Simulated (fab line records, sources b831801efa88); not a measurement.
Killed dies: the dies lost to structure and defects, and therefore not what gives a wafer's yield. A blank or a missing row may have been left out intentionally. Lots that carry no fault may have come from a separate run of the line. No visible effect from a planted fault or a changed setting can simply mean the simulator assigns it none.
Matching of chambers :: flow gf180mcu :: GF_CONTACT_CMP_27 on cmp-02 has 4 sister chambers
The step polishes, stops on SiO2, t overpolish 15 s, target thk 0 nm. 8 wafers are shown with their chamber, then 10 later ones without.

WAFERS PAIRED WITH THEIR CHAMBERS
wafer: L273.1
chamber: 0
motor-current-A (A): 9.1
time-to-endpoint-s (s): 72

wafer: L273.6
chamber: 3
motor-current-A (A): 12.1
time-to-endpoint-s (s): 71

wafer: L276.5
chamber: 2
motor-current-A (A): 9.5
time-to-endpoint-s (s): 75

wafer: L276.6
chamber: 3
motor-current-A (A): 11.6
time-to-endpoint-s (s): 79

wafer: L278.1
chamber: 2
motor-current-A (A): 10.3
time-to-endpoint-s (s): 67

wafer: L278.5
chamber: 1
motor-current-A (A): 13.0
time-to-endpoint-s (s): 65

wafer: L281.3
chamber: 1
motor-current-A (A): 13.2
time-to-endpoint-s (s): 71

wafer: L281.5
chamber: 0
motor-current-A (A): 8.9
time-to-endpoint-s (s): 70

WAFERS MISSING THEIR CHAMBER
wafer: L281.6
motor-current-A (A): 12.6
time-to-endpoint-s (s): 73

wafer: L284.1
motor-current-A (A): 9.8
time-to-endpoint-s (s): 73

wafer: L284.3
motor-current-A (A): 9.3
time-to-endpoint-s (s): 75

wafer: L284.5
motor-current-A (A): 8.6
time-to-endpoint-s (s): 76

wafer: L285.2
motor-current-A (A): 9.7
time-to-endpoint-s (s): 74

wafer: L285.4
motor-current-A (A): 11.6
time-to-endpoint-s (s): 78

wafer: L285.5
motor-current-A (A): 9.7
time-to-endpoint-s (s): 80

wafer: L286.1
motor-current-A (A): 12.8
time-to-endpoint-s (s): 76

wafer: L286.3
motor-current-A (A): 9.5
time-to-endpoint-s (s): 73

wafer: L286.5
motor-current-A (A): 11.5
time-to-endpoint-s (s): 80

WHICH CHAMBER EACH WENT THROUGH
wafer: L281.6
from the rows above: can't be placed: 1 or 3
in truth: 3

wafer: L284.1
from the rows above: can't be placed: 2 or 0
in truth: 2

wafer: L284.3
from the rows above: can't be placed: 0 or 2
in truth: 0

wafer: L284.5
from the rows above: 0
in truth: 0

wafer: L285.2
from the rows above: can't be placed: 2 or 0
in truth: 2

wafer: L285.4
from the rows above: 3
in truth: 3

wafer: L285.5
from the rows above: can't be placed: 2 or 0
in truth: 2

wafer: L286.1
from the rows above: can't be placed: 1 or 3
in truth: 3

wafer: L286.3
from the rows above: can't be placed: 2 or 0
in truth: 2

wafer: L286.5
from the rows above: 3
in truth: 3
Correctly placed: 3 of 10. Not placeable from these rows: 7 (in 7, the candidates include the true chamber). Placed wrongly: 0.
How it was worked out, from the rows above alone: a wafer's distance from a chamber is the root of the sum, over the readings, of the square of ((its reading less the chamber's mean) divided by the reading's scatter). If the next closest chamber is less than 2 further off than the closest, the wafer can't be placed; otherwise it belongs to the closest. A chamber's mean is the mean of its shown wafers. How the scatter is found: for the shown wafers, subtract from each reading the mean of its chamber, square and add these, divide the total by (wafers less chambers), then take the root.
